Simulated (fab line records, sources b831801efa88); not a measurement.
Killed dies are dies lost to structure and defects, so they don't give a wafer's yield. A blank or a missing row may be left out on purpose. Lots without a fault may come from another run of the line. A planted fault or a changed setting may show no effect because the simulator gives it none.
Chamber matching | flow gf180mcu | GF_PASSIVATION_CVD_02 on pecvd-03: 3 sister chambers
The step deposits Si3N4, target thk 700 nm, time 486.18 s. 3 wafers are shown with their chamber, then 7 later ones without.

WAFERS WITH THEIR CHAMBER
wafer  | chamber | heater_power_w (W)
L169.1 | 2       | 494
L171.5 | 0       | 691
L173.5 | 1       | 747

WAFERS WITHOUT THEIR CHAMBER
wafer  | heater_power_w (W)
L173.6 | 792
L175.1 | 805
L175.3 | 842
L175.6 | 691
L178.1 | 747
L178.3 | 812
L178.5 | 856

WHICH CHAMBER EACH WENT THROUGH
wafer  | from the rows above     | in truth
L173.6 | can't be placed: 1 or 0 | 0
L175.1 | can't be placed: 1 or 0 | 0
L175.3 | can't be placed: 1 or 0 | 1
L175.6 | can't be placed: 0 or 1 | 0
L178.1 | can't be placed: 1 or 0 | 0
L178.3 | can't be placed: 1 or 0 | 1
L178.5 | can't be placed: 1 or 0 | 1
Placed correctly: 0 of 7. Can't be placed from these rows: 7 (the true chamber is among the candidates in 7). Placed wrongly: 0.
How it was worked out, from the rows above alone: a wafer's distance from a chamber is the root of the sum, over the readings, of the square of ((its reading less the chamber's mean) divided by the reading's scatter). The wafer belongs to the nearest chamber; if the next one is less than 2 further off, it can't be placed. A chamber's mean is the mean of its shown wafers. The scatter: with one shown wafer a chamber, the root of the mean of the squares of how far each hidden wafer lies from its nearest shown one.
